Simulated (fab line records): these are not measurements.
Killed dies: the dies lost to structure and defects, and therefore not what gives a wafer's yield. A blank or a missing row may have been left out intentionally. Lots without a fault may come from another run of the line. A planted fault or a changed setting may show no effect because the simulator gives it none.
fab line records    flow sky130
[record] lots = 12  wafers = 36  lastDay = 50
route steps=708 shown METAL3@532 CAPM@537 PAD_OPEN@708
lots that met no fault: taken from a fault-free run of the same line
startH: start of the lot's first displayed wafer, in hours after the record's first day    waitH: hours since the lot's step before    " the same as in the row above    L1.1+2: one row covering several wafers at once    - value missing, or start not given    * or withheld: withheld    < > ~ a bound
route shown NAME@n: a module of which the file shows steps, and the number in the route of the first    usual: mean and standard deviation over wafers with no fault    same: alike in all rows    chamber/n: place in a boat    sites: the reading at each site    _std_site: standard deviation of those values    _edge_site: outer sites' mean less inner sites'    radiusMm: how far each site lies from the wafer's centre    mask NAME#n: copy n    behind: the most recent tool/chamber to have shaped the wafer    hold: why the lot went on hold/how many hours it stayed there/how the hold came to an end    device: the transistor (n, p or np) that didn't switch    end of line: the same wafers' tests at the end of the route    a step given without rows: its recipe and nothing more    killed: the dies lost at the first sort to structure and to defects; this is not the yield of the wafer    map: shows each die of a wafer: x if killed, . if not, _ if none is there
set.NAME: setting as actually run; set.NAME@STEP: the setting as run at that earlier step    model.NAME: the simulator's own value behind a step, which no gauge read
steps of the route over a sample of lots; a table a step, a row a wafer
services: from which hour (startH, from the record's first day; less than 0 if before it) a tool's chamber was out of use, for how many hours, and why
[[steps]]
[step SKY_METAL3_SPUTTER_00]
[recipe] material = Ti  targetThkNm = 15  powerW = 3000  timeS = 10  chamberPressurePa = 0.4
[usual] chamberPressurePa = 0.4000/0.00072  throttleValvePct = 29.5/0.94
lot.wafer  tool           chamber  startH   waitH  chamberPressurePa  throttleValvePct
L863.1     pvdSputter-01  -        856.79   0.2    0.3997             29.3
L863.4     "              -        "        "      0.3992             29.9
L863.6     "              -        "        "      0.3991             27.5
L864.4     pvdSputter-03  -        864.61   0.3    0.3994             29.6
L864.5     "              -        "        "      0.3997             28.8
L864.6     "              -        "        "      0.3992             30.9
L865.1     pvdSputter-03  -        868.14   0.1    0.4007             29.4
L865.4     "              -        "        "      0.4004             29.5
L865.6     "              -        "        "      0.4005             30.8
L876.1     pvdSputter-01  -        950.98   0.1    0.3996             29.3
L876.2     "              -        "        "      0.4000             27.8
L876.5     "              -        "        "      0.4010             29.5
L877.2     pvdSputter-04  -        961.64   0.1    0.4012             29.4
L877.3     "              -        "        "      0.3995             29.9
L877.6     "              -        "        "      0.3996             30.1
L879.2     pvdSputter-01  -        981.97   0.2    0.4011             29.2
L879.4     "              -        "        "      0.4002             27.7
L879.6     "              -        "        "      0.4004             29.4
L881.2     pvdSputter-03  -        986.03   0.1    0.4006             29.2
L881.4     "              -        "        "      0.3999             29.7
L881.5     "              -        "        "      0.4006             29.7
L880.1     pvdSputter-04  -        987.98   0.2    0.4001             29.4
L880.3     "              -        "        "      0.3990             29.6
L880.5     "              -        "        "      0.3993             30.0
L883.1     pvdSputter-01  -        997.33   0.1    0.4001             27.6
L883.4     "              -        "        "      0.3999             29.2
L883.5     "              -        "        "      0.4010             29.7
L884.1     pvdSputter-03  -        1003.80  0.1    0.4001             30.9
L884.2     "              -        "        "      0.3991             29.1
L884.4     "              -        "        "      0.3992             29.3
L885.1     pvdSputter-03  -        1012.49  0.1    0.3997             29.8
L885.2     "              -        "        "      0.3995             29.1
L885.5     "              -        "        "      0.3988             30.8
L886.2     pvdSputter-01  -        1018.16  0.2    0.4016             30.0
L886.4     "              -        "        "      0.4007             29.4
L886.5     "              -        "        "      0.4007             27.4
[step SKY_METAL3_SPUTTER_02]
[recipe] material = AlCu  targetThkNm = 735  powerW = 10600  timeS = 39.1  chamberPressurePa = 0.4
[usual] chamberPressurePa = 0.4000/0.00083  throttleValvePct = 29.6/0.94
lot.wafer  tool           chamber  startH   waitH  chamberPressurePa  throttleValvePct
L863.1     pvdSputter-01  -        856.84   0.0    0.4007             29.3
L863.4     "              -        "        "      0.3999             30.3
L863.6     "              -        "        "      0.4000             27.6
L864.4     pvdSputter-03  -        864.67   0.0    0.3984             29.6
L864.5     "              -        "        "      0.3996             29.0
L864.6     "              -        "        "      0.4001             30.8
L865.1     pvdSputter-03  -        868.19   0.0    0.4015             29.1
L865.4     "              -        "        "      0.4007             29.4
L865.6     "              -        "        "      0.3991             30.6
L876.1     pvdSputter-01  -        951.03   0.0    0.3995             29.3
L876.2     "              -        "        "      0.4002             27.4
L876.5     "              -        "        "      0.4003             29.4
L877.2     pvdSputter-04  -        961.69   0.0    0.3982             29.6
L877.3     "              -        "        "      0.4007             30.2
L877.6     "              -        "        "      0.3999             29.8
L879.2     pvdSputter-01  -        982.02   0.0    0.4003             29.3
L879.4     "              -        "        "      0.3989             27.8
L879.6     "              -        "        "      0.4008             29.4
L881.2     pvdSputter-03  -        986.08   0.0    0.4002             29.4
L881.4     "              -        "        "      0.3985             29.8
L881.5     "              -        "        "      0.3997             29.7
L880.1     pvdSputter-04  -        988.02   0.0    0.4014             29.5
L880.3     "              -        "        "      0.4010             29.7
L880.5     "              -        "        "      0.3985             30.1
L883.1     pvdSputter-01  -        997.37   0.0    0.4006             27.7
L883.4     "              -        "        "      0.4005             29.9
L883.5     "              -        "        "      0.3998             30.1
L884.1     pvdSputter-03  -        1003.85  0.0    0.3999             31.2
L884.2     "              -        "        "      0.4018             29.1
L884.4     "              -        "        "      0.4007             28.9
L885.1     pvdSputter-03  -        1012.54  0.0    0.4004             29.7
L885.2     "              -        "        "      0.3987             29.3
L885.5     "              -        "        "      0.3993             30.9
L886.2     pvdSputter-01  -        1018.20  0.0    0.4007             30.1
L886.4     "              -        "        "      0.4012             29.4
L886.5     "              -        "        "      0.4014             27.6
[step SKY_METAL3_SPUTTER_04]
[recipe] material = TiN  targetThkNm = 70  powerW = 6500  timeS = 58.3  chamberPressurePa = 0.4
[usual] chamberPressurePa = 0.4000/0.00079  throttleValvePct = 29.5/0.94
lot.wafer  tool           chamber  startH   waitH  chamberPressurePa  throttleValvePct
L863.1     pvdSputter-01  -        856.90   0.0    0.4002             29.4
L863.4     "              -        "        "      0.3997             30.2
L863.6     "              -        "        "      0.3986             27.6
L864.4     pvdSputter-03  -        864.73   0.0    0.3998             29.5
L864.5     "              -        "        "      0.4001             29.3
L864.6     "              -        "        "      0.3998             30.9
L865.1     pvdSputter-03  -        868.25   0.0    0.4015             29.2
L865.4     "              -        "        "      0.3997             29.4
L865.6     "              -        "        "      0.3995             30.7
L876.1     pvdSputter-01  -        951.08   0.0    0.4013             29.6
L876.2     "              -        "        "      0.4004             27.5
L876.5     "              -        "        "      0.4003             29.5
L877.2     pvdSputter-04  -        961.75   0.0    0.4000             29.1
L877.3     "              -        "        "      0.3996             29.9
L877.6     "              -        "        "      0.4010             30.1
L879.2     pvdSputter-01  -        982.08   0.0    0.3995             29.1
L879.4     "              -        "        "      0.4004             27.8
L879.6     "              -        "        "      0.4001             29.5
L881.2     pvdSputter-03  -        986.13   0.0    0.4004             28.9
L881.4     "              -        "        "      0.3993             29.8
L881.5     "              -        "        "      0.3999             29.8
L880.1     pvdSputter-04  -        988.08   0.0    0.3988             29.6
L880.3     "              -        "        "      0.4008             29.7
L880.5     "              -        "        "      0.3992             29.6
L883.1     pvdSputter-01  -        997.43   0.0    0.4006             27.5
L883.4     "              -        "        "      0.3997             29.3
L883.5     "              -        "        "      0.3995             29.9
L884.1     pvdSputter-03  -        1003.90  0.0    0.4007             30.8
L884.2     "              -        "        "      0.4007             28.9
L884.4     "              -        "        "      0.4008             29.4
L885.1     pvdSputter-03  -        1012.60  0.0    0.4001             29.6
L885.2     "              -        "        "      0.4008             29.2
L885.5     "              -        "        "      0.4000             30.7
L886.2     pvdSputter-01  -        1018.26  0.0    0.4006             30.2
L886.4     "              -        "        "      0.3993             29.2
L886.5     "              -        "        "      0.4013             27.7
[step SKY_CAPM_CVD_00]
[recipe] material = SiO2  targetThkNm = 15.5  tempC = 400  timeS = withheld  rfW = 450
[usual] heaterPowerW = 746/77
lot.wafer  tool      chamber  startH   waitH  heaterPowerW
L863.1     pecvd-01  2        856.94   0.0    897
L863.4     "         0        "        "      712
L863.6     "         1        "        "      824
L864.4     pecvd-04  2        864.77   0.0    711
L864.5     "         0        "        "      670
L864.6     "         1        "        "      852
L864.4     pecvd-04  2        864      -      702
L864.5     "         0        "        "      645
L864.6     "         1        "        "      824
L865.1     pecvd-01  0        868.29   0.0    671
L865.4     "         0        "        "      658
L865.6     "         1        "        "      774
L865.1     pecvd-01  0        868      -      654
L865.4     "         0        "        "      664
L865.6     "         1        "        "      765
L876.1     pecvd-04  0        951.13   0.0    634
L876.2     "         1        "        "      844
L876.5     "         0        "        "      602
L877.2     pecvd-03  2        961.80   0.0    706
L877.3     "         1        "        "      657
L877.6     "         2        "        "      697
L879.2     pecvd-01  2        982.13   0.0    832
L879.4     "         0        "        "      713
L879.6     "         1        "        "      776
L881.2     pecvd-01  2        986.18   0.0    939
L881.4     "         1        "        "      811
L881.5     "         0        "        "      699
L880.1     pecvd-03  1        988.13   0.0    732
L880.3     "         0        "        "      675
L880.5     "         1        "        "      717
L883.1     pecvd-03  2        997.48   0.0    686
L883.4     "         1        "        "      704
L883.5     "         2        "        "      699
L884.1     pecvd-03  2        1003.95  0.0    759
L884.2     "         0        "        "      663
L884.4     "         1        "        "      725
L885.1     pecvd-04  2        1012.65  0.0    715
L885.2     "         0        "        "      682
L885.5     "         0        "        "      693
L886.2     pecvd-04  0        1018.31  0.0    685
L886.4     "         0        "        "      694
L886.5     "         0        "        "      685
[step SKY_CAPM_THK_MEAS_01]
[recipe] reads = SiO2_of_CAPM_CVD_00
[usual] CAPM_CVD_00_THK = 15.40/0.18
lot.wafer  tool          chamber  startH   waitH  CAPM_CVD_00_THK[nm]
L863.1     filmMetro-04  -        856.97   -      14.98
L863.4     "             -        "        "      15.66
L863.6     "             -        "        "      15.42
L864.4     filmMetro-02  -        865.00   -      31.18
L864.5     "             -        "        "      31.24
L864.6     "             -        "        "      31.49
L865.1     filmMetro-04  -        868.50   -      30.52
L865.4     "             -        "        "      31.00
L865.6     "             -        "        "      30.81
L876.1     filmMetro-02  -        951.15   -      15.48
L876.2     "             -        "        "      15.45
L876.5     "             -        "        "      15.69
L877.2     filmMetro-03  -        961.83   -      15.13
L877.3     "             -        "        "      15.15
L877.6     "             -        "        "      15.33
L879.2     filmMetro-04  -        982.16   -      15.31
L879.4     "             -        "        "      15.56
L879.6     "             -        "        "      15.41
L881.2     filmMetro-02  -        986.21   -      15.46
L881.4     "             -        "        "      15.69
L881.5     "             -        "        "      15.80
L880.1     filmMetro-04  -        988.15   -      15.33
L880.3     "             -        "        "      15.34
L880.5     "             -        "        "      15.64
L883.1     filmMetro-04  -        997.50   -      15.12
L883.4     "             -        "        "      15.41
L883.5     "             -        "        "      15.35
L884.1     filmMetro-04  -        1003.97  -      15.41
L884.2     "             -        "        "      15.30
L884.4     "             -        "        "      15.46
L885.1     filmMetro-03  -        1012.68  -      15.10
L885.2     "             -        "        "      15.41
L885.5     "             -        "        "      15.44
L886.2     filmMetro-03  -        1018.35  -      15.32
L886.4     "             -        "        "      15.58
L886.5     "             -        "        "      15.41
[step SKY_PAD_OPEN_PROBE_99]
[usual] defectLimitedYield = 82.9/1.9  killed_at_M0_to_M3 = 42/6.3  killed_at_M4_up = 2.8/1.9  killedAtContacts = 23/5.3  killedAtFrontEnd = 16/4.3  killedAtOther = 0.2/0.51  killedDies = 84/9.3  killedOnRim = 16/4.2  killedOpen = 46/7.6  killedShort = 38/6.3
[same] grossDies = 492  killedAtBackSide = 0
lot.wafer  tool       chamber  startH   waitH  defectLimitedYield[%]  killed_at_M0_to_M3  killed_at_M4_up  killedAtContacts  killedAtFrontEnd  killedAtOther  killedDies  killedOnRim  killedOpen  killedShort
L863.1     prober-02  -        1085.00  0.1    83.1                   44                  1                22                16                0              83          16           39          44
L863.4     prober-02  -        1085.15  0.2    83.9                   36                  0                23                20                0              79          14           45          34
L863.6     prober-02  -        1085.25  0.2    83.7                   43                  1                22                14                0              80          17           46          34
L864.4     prober-01  -        1088.97  0.2    82.5                   36                  8                31                11                0              86          13           47          39
L864.5     prober-01  -        1089.02  0.2    83.1                   41                  0                22                20                0              83          22           38          45
L864.6     prober-01  -        1089.07  0.2    81.5                   51                  3                22                15                0              91          19           55          36
L865.1     prober-02  -        1094.18  0.1    86.2                   30                  1                27                10                0              68          11           34          34
L865.4     prober-02  -        1094.33  0.2    83.1                   51                  3                17                12                0              83          21           45          38
L865.6     prober-02  -        1094.43  0.2    84.3                   34                  6                21                15                1              77          16           33          44
L876.1     prober-02  -        1158.78  0.1    80.7                   42                  4                30                19                0              95          19           52          43
L876.2     prober-02  -        1158.83  0.1    85.0                   47                  1                16                9                 1              74          10           36          38
L876.5     prober-02  -        1158.98  0.2    83.5                   42                  1                23                15                0              81          11           46          35
L877.2     prober-01  -        1167.57  0.1    78.7                   53                  2                28                22                0              105         19           62          43
L877.3     prober-01  -        1167.62  0.2    83.1                   36                  5                23                19                0              83          12           46          37
L877.6     prober-01  -        1167.77  0.2    81.7                   42                  5                22                21                0              90          17           53          37
L879.2     prober-02  -        1178.00  0.1    84.1                   35                  2                25                16                0              78          21           32          46
L879.4     prober-02  -        1178.10  0.2    80.7                   47                  1                27                20                0              95          14           47          48
L879.6     prober-02  -        1178.20  0.2    76.4                   51                  3                42                20                0              116         24           69          47
L881.2     prober-01  -        1184.04  0.1    86.2                   34                  3                17                14                0              68          11           37          31
L881.4     prober-01  -        1184.14  0.2    83.5                   42                  1                22                16                0              81          21           43          38
L881.5     prober-01  -        1184.19  0.2    85.2                   35                  3                22                13                0              73          12           36          37
L880.1     prober-02  -        1185.90  0.1    81.7                   49                  1                22                18                0              90          20           55          35
L880.3     prober-02  -        1186.00  0.2    87.6                   38                  1                10                12                0              61          16           34          27
L880.5     prober-02  -        1186.10  0.2    83.9                   37                  5                28                9                 0              79          17           44          35
L883.1     prober-02  -        1192.67  0.1    81.3                   42                  6                22                22                0              92          14           38          54
L883.4     prober-02  -        1192.82  0.2    80.9                   46                  0                23                25                0              94          21           55          39
L883.5     prober-02  -        1192.87  0.2    79.1                   53                  2                25                22                1              103         20           59          44
L884.1     prober-01  -        1196.49  0.1    83.3                   44                  3                19                16                0              82          15           46          36
L884.2     prober-01  -        1196.54  0.1    83.1                   33                  4                28                18                0              83          9            54          29
L884.4     prober-01  -        1196.64  0.2    83.5                   41                  5                22                13                0              81          18           51          30
L885.1     prober-02  -        1202.19  0.1    82.1                   42                  9                18                19                0              88          17           45          43
L885.2     prober-02  -        1202.24  0.1    82.1                   46                  4                23                15                0              88          12           50          38
L885.5     prober-02  -        1202.39  0.2    83.5                   37                  8                19                14                3              81          11           37          44
L886.2     prober-01  -        1205.43  0.1    79.5                   54                  3                29                15                0              101         12           57          44
L886.4     prober-01  -        1205.53  0.2    79.9                   43                  2                34                20                0              99          17           63          36
L886.5     prober-01  -        1205.58  0.2    79.3                   60                  1                25                16                0              102         14           55          47
// killed by level:class
L863.1 CONTACT:geometricParticle:open=11 METAL2:geometricParticle:short=11 VIA1:geometricParticle:open=9 VIA1:geometricParticle:short=7 CONTACT:geometricParticle:short=5 POLY_GATE:geometricParticle:open=4 METAL3:geometricParticle:short=4 VIA3:geometricParticle:open=4
L863.4 CONTACT:geometricParticle:open=8 FIELD_ISO:geometricParticle:open=7 LI_CONTACT:geometricParticle:open=7 VIA2:geometricParticle:open=7 POLY_GATE:geometricParticle:short=6 VIA3:geometricParticle:open=6 FIELD_ISO:geometricParticle:short=5 VIA1:geometricParticle:open=5
L863.6 VIA1:geometricParticle:open=11 VIA3:geometricParticle:open=9 CONTACT:geometricParticle:open=8 LOCAL_INTERCONNECT:geometricParticle:short=7 VIA2:geometricParticle:open=7 POLY_GATE:geometricParticle:short=5 METAL1:geometricParticle:short=5 VIA3:geometricParticle:short=5
L864.4 CONTACT:geometricParticle:open=10 LI_CONTACT:geometricParticle:open=7 CONTACT:geometricParticle:short=7 VIA1:geometricParticle:open=7 VIA3:geometricParticle:open=7 METAL4:geometricParticle:short=7 VIA2:geometricParticle:open=5 LOCAL_INTERCONNECT:geometricParticle:short=4
L864.5 VIA1:geometricParticle:open=10 METAL2:geometricParticle:short=9 POLY_GATE:geometricParticle:short=8 CONTACT:geometricParticle:open=8 LI_CONTACT:geometricParticle:open=7 METAL1:geometricParticle:short=7 FIELD_ISO:geometricParticle:short=4 VIA3:geometricParticle:open=4
L864.6 VIA1:geometricParticle:open=18 CONTACT:geometricParticle:open=12 VIA2:geometricParticle:short=7 VIA3:geometricParticle:open=7 METAL2:geometricParticle:short=5 POLY_GATE:geometricParticle:short=4 POLY_GATE:geometricParticle:open=4 METAL1:geometricParticle:short=4
L865.1 CONTACT:geometricParticle:open=13 VIA1:geometricParticle:open=8 LI_CONTACT:geometricParticle:open=5 POLY_GATE:geometricParticle:short=4 CONTACT:geometricParticle:short=4 METAL1:geometricParticle:short=4 VIA1:geometricParticle:short=4 METAL2:geometricParticle:short=4
L865.4 VIA1:geometricParticle:open=10 CONTACT:geometricParticle:open=8 VIA3:geometricParticle:open=8 METAL3:geometricParticle:short=5 METAL1:geometricParticle:short=5 VIA3:geometricParticle:short=5 VIA2:geometricParticle:open=4 LI_CONTACT:geometricParticle:short=3
L865.6 CONTACT:geometricParticle:short=8 VIA2:geometricParticle:short=8 LI_CONTACT:geometricParticle:open=7 VIA1:geometricParticle:short=5 VIA1:geometricParticle:open=4 VIA3:geometricParticle:open=4 METAL4:geometricParticle:short=4 FIELD_ISO:geometricParticle:open=3
L876.1 CONTACT:geometricParticle:open=10 FIELD_ISO:geometricParticle:short=9 VIA1:geometricParticle:open=9 LOCAL_INTERCONNECT:geometricParticle:short=7 LI_CONTACT:geometricParticle:open=7 VIA3:geometricParticle:open=7 VIA2:geometricParticle:open=6 METAL2:geometricParticle:short=4
L876.2 VIA1:geometricParticle:open=15 LI_CONTACT:geometricParticle:open=6 METAL1:geometricParticle:short=5 VIA2:geometricParticle:open=5 METAL3:geometricParticle:short=5 METAL2:geometricParticle:short=4 LI_CONTACT:geometricParticle:short=4 VIA2:geometricParticle:short=4
L876.5 CONTACT:geometricParticle:open=10 VIA1:geometricParticle:short=9 VIA1:geometricParticle:open=8 FIELD_ISO:geometricParticle:open=5 LI_CONTACT:geometricParticle:open=5 POLY_GATE:geometricParticle:open=5 LOCAL_INTERCONNECT:geometricParticle:short=5 VIA2:geometricParticle:open=5
L877.2 CONTACT:geometricParticle:open=13 VIA1:geometricParticle:open=11 VIA3:geometricParticle:open=9 VIA2:geometricParticle:open=8 FIELD_ISO:geometricParticle:open=7 METAL2:geometricParticle:short=6 FIELD_ISO:geometricParticle:short=5 CONTACT:geometricParticle:short=5
L877.3 VIA1:geometricParticle:open=13 METAL1:geometricParticle:short=8 FIELD_ISO:geometricParticle:short=7 LI_CONTACT:geometricParticle:open=7 CONTACT:geometricParticle:open=7 VIA2:geometricParticle:open=7 CONTACT:geometricParticle:short=5 POLY_GATE:geometricParticle:short=4
L877.6 VIA1:geometricParticle:open=10 VIA3:geometricParticle:open=8 CONTACT:geometricParticle:open=7 CONTACT:geometricParticle:short=7 FIELD_ISO:geometricParticle:open=6 LI_CONTACT:geometricParticle:open=6 FIELD_ISO:geometricParticle:short=5 METAL4:geometricParticle:short=5
L879.2 CONTACT:geometricParticle:short=9 METAL2:geometricParticle:short=8 FIELD_ISO:geometricParticle:short=7 METAL1:geometricParticle:short=7 CONTACT:geometricParticle:open=6 VIA1:geometricParticle:open=5 VIA3:geometricParticle:open=4 LI_CONTACT:geometricParticle:open=4
L879.4 VIA2:geometricParticle:open=11 CONTACT:geometricParticle:open=9 METAL2:geometricParticle:short=8 LI_CONTACT:geometricParticle:open=7 FIELD_ISO:geometricParticle:short=6 METAL1:geometricParticle:short=6 VIA1:geometricParticle:open=6 POLY_GATE:geometricParticle:short=5
L879.6 CONTACT:geometricParticle:open=16 METAL1:geometricParticle:short=10 VIA1:geometricParticle:open=9 VIA2:geometricParticle:open=8 LI_CONTACT:geometricParticle:short=7 LOCAL_INTERCONNECT:geometricParticle:short=7 LI_CONTACT:geometricParticle:open=6 VIA3:geometricParticle:open=6
L881.2 VIA2:geometricParticle:open=11 VIA1:geometricParticle:open=7 LI_CONTACT:geometricParticle:open=6 VIA1:geometricParticle:short=6 CONTACT:geometricParticle:open=5 POLY_GATE:geometricParticle:short=4 CONTACT:geometricParticle:short=4 VIA3:geometricParticle:open=4
L881.4 VIA1:geometricParticle:open=13 LI_CONTACT:geometricParticle:open=9 METAL1:geometricParticle:short=7 CONTACT:geometricParticle:open=6 VIA3:geometricParticle:open=6 FIELD_ISO:geometricParticle:short=5 POLY_GATE:geometricParticle:short=5 VIA2:geometricParticle:open=4
L881.5 CONTACT:geometricParticle:open=9 POLY_GATE:geometricParticle:short=7 VIA3:geometricParticle:open=6 VIA1:geometricParticle:open=6 LOCAL_INTERCONNECT:geometricParticle:short=5 VIA2:geometricParticle:open=5 LI_CONTACT:geometricParticle:open=4 METAL2:geometricParticle:short=3
L880.1 VIA2:geometricParticle:open=16 VIA1:geometricParticle:open=11 CONTACT:geometricParticle:open=9 FIELD_ISO:geometricParticle:short=8 LI_CONTACT:geometricParticle:open=7 FIELD_ISO:geometricParticle:open=4 CONTACT:geometricParticle:short=4 METAL2:geometricParticle:short=4
L880.3 VIA1:geometricParticle:open=13 VIA2:geometricParticle:open=6 VIA3:geometricParticle:open=5 CONTACT:geometricParticle:open=4 SPACER:geometricParticle:short=3 CONTACT:geometricParticle:short=3 METAL1:geometricParticle:short=3 METAL2:geometricParticle:short=3
L880.5 CONTACT:geometricParticle:open=10 LI_CONTACT:geometricParticle:open=9 VIA1:geometricParticle:open=7 VIA1:geometricParticle:short=6 CONTACT:geometricParticle:short=5 METAL4:geometricParticle:short=5 VIA2:geometricParticle:open=4 METAL3:geometricParticle:short=4
L883.1 CONTACT:geometricParticle:short=9 VIA1:geometricParticle:open=8 METAL2:geometricParticle:short=8 VIA3:geometricParticle:open=7 FIELD_ISO:geometricParticle:short=6 VIA1:geometricParticle:short=6 POLY_GATE:geometricParticle:short=5 CONTACT:geometricParticle:open=5
L883.4 FIELD_ISO:geometricParticle:open=13 CONTACT:geometricParticle:open=11 VIA1:geometricParticle:open=10 METAL2:geometricParticle:short=7 FIELD_ISO:geometricParticle:short=6 CONTACT:geometricParticle:short=6 VIA2:geometricParticle:open=6 VIA3:geometricParticle:open=6
L883.5 CONTACT:geometricParticle:open=11 VIA1:geometricParticle:open=11 VIA2:geometricParticle:open=9 VIA3:geometricParticle:open=8 METAL1:geometricParticle:short=7 FIELD_ISO:geometricParticle:short=6 VIA2:geometricParticle:short=6 METAL2:geometricParticle:short=6
L884.1 VIA1:geometricParticle:open=11 CONTACT:geometricParticle:open=10 METAL1:geometricParticle:short=8 POLY_GATE:geometricParticle:open=5 VIA2:geometricParticle:open=5 VIA3:geometricParticle:open=5 FIELD_ISO:geometricParticle:short=4 METAL3:geometricParticle:short=4
L884.2 CONTACT:geometricParticle:open=11 VIA1:geometricParticle:open=10 POLY_GATE:geometricParticle:open=8 LI_CONTACT:geometricParticle:open=6 LOCAL_INTERCONNECT:geometricParticle:short=5 VIA2:geometricParticle:open=5 CONTACT:geometricParticle:short=4 METAL1:geometricParticle:short=4
L884.4 VIA1:geometricParticle:open=12 LI_CONTACT:geometricParticle:open=8 VIA2:geometricParticle:open=8 CONTACT:geometricParticle:open=7 POLY_GATE:geometricParticle:open=5 METAL1:geometricParticle:short=5 VIA3:geometricParticle:open=5 FIELD_ISO:geometricParticle:short=4
L885.1 FIELD_ISO:geometricParticle:open=10 METAL2:geometricParticle:short=10 CONTACT:geometricParticle:open=8 METAL4:geometricParticle:short=7 VIA1:geometricParticle:open=7 FIELD_ISO:geometricParticle:short=6 VIA2:geometricParticle:open=6 CONTACT:geometricParticle:short=4
L885.2 VIA3:geometricParticle:open=10 LI_CONTACT:geometricParticle:open=9 VIA1:geometricParticle:open=9 VIA2:geometricParticle:open=6 FIELD_ISO:geometricParticle:open=5 LOCAL_INTERCONNECT:geometricParticle:short=5 CONTACT:geometricParticle:open=5 VIA2:geometricParticle:short=5
L885.5 CONTACT:geometricParticle:open=7 VIA3:geometricParticle:open=7 FIELD_ISO:geometricParticle:open=6 CONTACT:geometricParticle:short=6 VIA1:geometricParticle:open=6 METAL4:geometricParticle:short=6 METAL2:geometricParticle:short=5 VIA2:geometricParticle:open=5
L886.2 VIA1:geometricParticle:open=15 CONTACT:geometricParticle:open=14 VIA1:geometricParticle:short=9 VIA3:geometricParticle:open=8 CONTACT:geometricParticle:short=6 METAL2:geometricParticle:short=6 POLY_GATE:geometricParticle:short=5 LI_CONTACT:geometricParticle:open=5
L886.4 CONTACT:geometricParticle:open=18 VIA1:geometricParticle:open=12 VIA3:geometricParticle:open=8 POLY_GATE:geometricParticle:short=7 LI_CONTACT:geometricParticle:open=7 VIA1:geometricParticle:short=7 VIA2:geometricParticle:open=6 FIELD_ISO:geometricParticle:open=4
L886.5 CONTACT:geometricParticle:open=13 VIA2:geometricParticle:open=10 METAL2:geometricParticle:short=9 VIA1:geometricParticle:open=8 METAL1:geometricParticle:short=7 VIA1:geometricParticle:short=5 VIA2:geometricParticle:short=5 VIA3:geometricParticle:short=5
[[services]]
tool           chamber  startH  hours  kind
pecvd-01       -        835.25  1.0    repair
pecvd-03       2        840.03  5.6    repair
pvdSputter-03  1        859.64  -      consumableReplace:kit
pvdSputter-03  1        859.64  18.0   scheduledDown
pvdSputter-03  1        859.64  18.0   ventCycle
pecvd-04       -        882.74  0.9    repair
pecvd-01       -        888.35  15.6   pm
pecvd-04       2        911.62  15.1   repair
pecvd-04       -        926.43  0.9    repair
pecvd-03       1        928.98  4.9    repair
pvdSputter-01  -        943.66  3.0    repair
pvdSputter-03  -        945.22  2.5    repair
pvdSputter-03  -        946.85  3.5    repair
pecvd-04       2        972.24  11.9   repair
pecvd-04       -        979.63  1.5    repair
pvdSputter-01  1        982.13  -      consumableReplace:kit
pvdSputter-01  1        982.13  18.0   scheduledDown
pvdSputter-01  1        982.13  18.0   ventCycle
pvdSputter-03  0        992.11  -      consumableReplace:kit
pvdSputter-03  0        992.11  18.0   scheduledDown
pvdSputter-03  0        992.11  18.0   ventCycle
pvdSputter-04  0        994.96  -      consumableReplace:kit
pvdSputter-03  -        995.67  5.6    repair
pecvd-04       -        997.57  14.6   pm
[[key]]
[firstSign] step = SKY_CAPM_CVD_00  reading = visit  direction = added
[effect] step = SKY_CAPM_THK_MEAS_01  reading = CAPM_CVD_00_THK  direction = up  sigmas = 87  usual = 15.40  struck = 31.04
metAt SKY_CAPM_CVD_00
struckLots L864,L865
notActingAt SKY_METAL3_SPUTTER_00,SKY_METAL3_SPUTTER_02,SKY_METAL3_SPUTTER_04
[fault] kind = repeatedStepWhole  tool = pecvd-01,pecvd-03,pecvd-04  chamber = -  onsetH = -  steps = SKY_CAPM_CVD_00  times = 1  scope = struckLotsOnly
